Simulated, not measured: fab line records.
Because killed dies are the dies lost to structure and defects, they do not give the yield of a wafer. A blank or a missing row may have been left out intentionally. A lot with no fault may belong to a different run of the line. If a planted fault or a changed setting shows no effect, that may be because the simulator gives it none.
A lot that was struck, set against a sound lot	flow sky130	15 out of 708 route steps
Sound: these wafers, L376.3, L376.5, L376.6. Struck: wafer L383.4 (left out: L383.1, L383.5 of the same lot, which were not struck); the cause appears at the end.
At each step with rows: each side's tool, then ch and its chambers, then its first start. Under that, the readings that differ: sound wafers	struck wafers	difference of the means	sigmas: that difference in standard deviations of wafers without a fault.
alike: words and numbers the same on both sides, and readings whose means are apart by under 2 such deviations; not compared: readings that were withheld, readings missing a value for some wafer, numbers with overlapping values and no deviation given by the record, and bounds like >300 which may hide the same value.
The two part at a step that has a row with sigmas, a row that says differs or no value, or rows on one side only. Numbers that have no deviation but don't overlap get no sigmas and don't part them. Lack of a reading on every wafer of one side parts them only where that side has two or more wafers.

SKY_VIA1_BOW_MEAS_03:
  sound on film-metro-02, day 34 23:13; struck on film-metro-02, day 36 14:58
  alike: VIA1_BOW
then, 8 steps without rows for these wafers: SKY_VIA1_DEHYDRATE_04 (time 60 s); SKY_VIA1_HMDS_05 (prime time 60 s); SKY_VIA1_COAT_06 (resist thk 60 nm); SKY_VIA1_COAT_07 (resist thk 450 nm); SKY_VIA1_SOFTBAKE_08 (time 90 s); SKY_VIA1_EXPOSE_09 (exposes mask VIM, target cd 150 nm); SKY_VIA1_PEB_10; SKY_VIA1_DEVELOP_11 (develop time 60 s).
SKY_VIA1_CD_MEAS_12 targets a cd of 150 nm.
  sound on cd-sem-01, day 36 02:13; struck on cd-sem-02, day 37 16:40
  alike: cd-nm
SKY_VIA1_OVL_MEAS_13:
  sound on overlay-02, day 36 02:19; struck on overlay-02, day 37 16:47
  alike: VIA1_OVL
SKY_VIA1_ETCH_14: etches BARC in N2/H2, stops on SiO2, time 45.9 s, target depth 60 nm.
  sound on rie-diel-02 ch 2,3, day 36 02:21; struck on rie-diel-02 ch 1, day 37 16:49
reading	sound	struck	difference	sigmas
drypump-motor-current-A (A)	6.6 6.5 5.8	5.2	-1.1	-3
  alike: bias-w, oes-product-au, run-length-s, throttle-valve-pct
  not compared: rf-hours-counter-h
SKY_VIA1_ETCH_15: etches SiO2 in C4F8/O2/Ar, stops on TiN, target depth 351 nm, time 54 s.
  sound on rie-diel-02 ch 2,3, day 36 02:23; struck on rie-diel-02 ch 1, day 37 16:52
reading	sound	struck	difference	sigmas
oes-product-au (a.u.)	0.976 0.988 0.979	0.966	-0.015	-2
run-length-s (s)	81.8 82.6 82.0	84.5	+2.4	+6
model.TiN_of_METAL1_SPUTTER_04.thk-nm (nm)	70.09 69.26 70.77	68.61	-1.43	
  alike: bias-w
  not compared: rf-hours-counter-h
SKY_VIA1_STRIP_16: strips in O2/N2.
  sound on plasma-asher-01 ch 0,1, day 36 02:28; struck on plasma-asher-01 ch 0, day 37 16:55
  alike: drypump-motor-current-A, oes-product-au, strip-time-to-endpoint-s
  not compared: rf-hours-counter-h
-- the record jumps here: 11 days lie between the struck wafers' starts before and after (it left off in module VIA1 and takes up again in module PAD_OPEN, whose first step shown is number 708 of the route) --
SKY_PAD_OPEN_PROBE_99:
  sound on prober-02, day 47 13:40; struck on prober-01, day 48 16:02
  alike: defect-limited-yield, killed_at_M0_to_M3, killed_at_M4_up, killed-at-contacts, killed-at-front-end, killed-at-other, killed-dies, killed-open, killed-short, sort_bin_3_pad_short, sort_bin_5_function, sort_bin_6_memory, sort-n-pass, sort-yield-pct

WHERE THEY PART
Earliest at SKY_VIA1_ETCH_14; latest, in this record, at SKY_VIA1_ETCH_15. Later steps at which nothing parts them and some readings are alike: SKY_VIA1_STRIP_16, SKY_PAD_OPEN_PROBE_99.

WHY: whatever the simulator had introduced
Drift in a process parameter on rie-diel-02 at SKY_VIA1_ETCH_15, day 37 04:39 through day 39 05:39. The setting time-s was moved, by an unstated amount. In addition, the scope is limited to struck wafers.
